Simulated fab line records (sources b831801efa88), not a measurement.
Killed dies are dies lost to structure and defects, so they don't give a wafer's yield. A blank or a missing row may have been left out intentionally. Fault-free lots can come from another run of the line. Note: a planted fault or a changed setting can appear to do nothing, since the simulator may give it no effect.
A struck lot beside a sound one | flow gf180mcu | 31 out of 602 route steps
Sound: wafers L733.2, L733.5, L733.6. The struck wafers were L727.3, L727.5, L727.6. The cause is named last.
For every step that has rows: the tool of each side, followed by ch and its chambers, followed by its first start. Under that, the readings that differ: sound wafers | struck wafers | difference of the means | sigmas: that difference in standard deviations of wafers without a fault.
alike: readings with means less than 2 such deviations apart, plus words and numbers identical on both sides. not compared: withheld readings, readings lacking a value on some wafer, bounds such as >300 that could conceal the same value, and numbers that have no deviation in the record and whose values overlap.
Wherever a step has rows on one side only, a row that says differs or no value, or a row with sigmas, the two part there. Numbers that don't overlap but have no deviation are shown without sigmas and don't part them. Lack of a reading on every wafer of one side parts them only where that side has two or more wafers.

first, 7 steps without rows for these wafers: GF_HV_LDD_DEHYDRATE_24 (time 60 s); GF_HV_LDD_HMDS_25 (prime time 60 s); GF_HV_LDD_COAT_26 (resist thk 1000 nm); GF_HV_LDD_SOFTBAKE_27 (time 60 s); GF_HV_LDD_EXPOSE_28 (exposes mask Nplus HV AREA, target cd 400 nm); GF_HV_LDD_PEB_29; GF_HV_LDD_DEVELOP_30 (develop time 60 s).
GF_HV_LDD_CD_MEAS_31: the cd target is 400 nm.
  sound: cd sem-02 at day 17 01:18; struck: cd sem-01 at day 14 18:04
  alike: cd nm
GF_HV_LDD_OVL_MEAS_32:
  sound: overlay-02 at day 17 01:24; struck: overlay-02 at day 14 18:10
  alike: HV_LDD_02_OVL
then, 3 steps without rows for these wafers: GF_HV_LDD_IMPLANT_33; GF_HV_LDD_IMPLANT_34; GF_HV_LDD_IMPLANT_35.
GF_HV_LDD_IMPLANT_36:
  struck on implanter-01, day 14 18:41; sound on implanter-03 ch 0, day 17 01:55
  no value came back on the struck wafers for beam energy keV, beam on s (s), end station pressure torr (Torr); on the sound wafers beam energy keV reads 60.004 60.016 59.988
GF_HV_LDD_STRIP_37: strips in O2/N2.
  sound on plasma asher-02 ch 0,1, day 17 02:02; struck on plasma asher-02 ch 0,1, day 14 18:49
  alike: chamber pressure mTorr, drypump motor current A, heater power w, n2 flow sccm, oes product au, strip time to endpoint s
  not compared: rf hours counter h
GF_HV_LDD_TW_MEAS_38:
  sound: film metro-04 at day 17 02:08; struck: film metro-04 at day 14 18:54
  reading     | sound          | struck         | difference | sigmas
  HV_LDD_3_TW | 1419 1420 1423 | 1297 1301 1308 | -119       | -10
then, 7 steps without rows for these wafers: GF_HV_LDD_DEHYDRATE_39 (time 60 s); GF_HV_LDD_HMDS_40 (prime time 60 s); GF_HV_LDD_COAT_41 (resist thk 1000 nm); GF_HV_LDD_SOFTBAKE_42 (time 60 s); GF_HV_LDD_EXPOSE_43 (exposes mask Pplus HV AREA, target cd 400 nm); GF_HV_LDD_PEB_44; GF_HV_LDD_DEVELOP_45 (develop time 60 s).
GF_HV_LDD_CD_MEAS_46: the cd target is 400 nm.
  sound: cd sem-02 at day 18 01:19; struck: cd sem-01 at day 15 16:10
  alike: cd nm
GF_HV_LDD_OVL_MEAS_47:
  sound: overlay-01 at day 18 01:25; struck: overlay-01 at day 15 16:16
  alike: HV_LDD_03_OVL
next, for these wafers, 1 step has no rows: GF_HV_LDD_IMPLANT_48.
GF_HV_LDD_STRIP_49: strips in O2/N2.
  sound on plasma asher-01 ch 0,1, day 18 01:36; struck on plasma asher-02 ch 0,1, day 15 16:28
  alike: chamber pressure mTorr, drypump motor current A, heater power w, n2 flow sccm, oes product au, strip time to endpoint s
  not compared: rf hours counter h
GF_HV_LDD_TW_MEAS_50:
  sound: film metro-03 at day 18 01:43; struck: film metro-03 at day 15 16:33
  alike: HV_LDD_4_TW
then, 1 step without rows for these wafers: GF_HV_LDD_CLEAN_51 (cleans in SC1/SC2, time 150 s).
GF_HV_LDD_RTA_52: time 10.53 s.
  sound on rtp anneal-01 ch 0, day 18 01:50; struck on rtp anneal-02 ch 0, day 15 16:40
  reading            | sound          | struck         | difference | sigmas
  lamp power pct (%) | 33.2 33.2 33.2 | 30.9 30.8 30.9 | -2.3       | -2
  alike: anneal temp c max, wafer_temp_C_max
GF_HV_LDD_RS_MEAS_53: a four-point-probe measurement.
  sound: film metro-03 at day 18 01:54; struck: film metro-01 at day 15 16:47
  reading            | sound             | struck            | difference | sigmas
  HV_LDD_RS (ohm/sq) | 417.5 419.1 419.4 | 440.9 440.9 439.6 | +21.8      | +22
then, 1 step without rows for these wafers: GF_HV_LDD_CVD_54 (deposits SiO2 from TEOS, target thk 10 nm, time 75 s).

== WHERE THEY PART ==
First at GF_HV_LDD_IMPLANT_36; last, within this record, at GF_HV_LDD_RS_MEAS_53.

WHY: what the simulator had put in
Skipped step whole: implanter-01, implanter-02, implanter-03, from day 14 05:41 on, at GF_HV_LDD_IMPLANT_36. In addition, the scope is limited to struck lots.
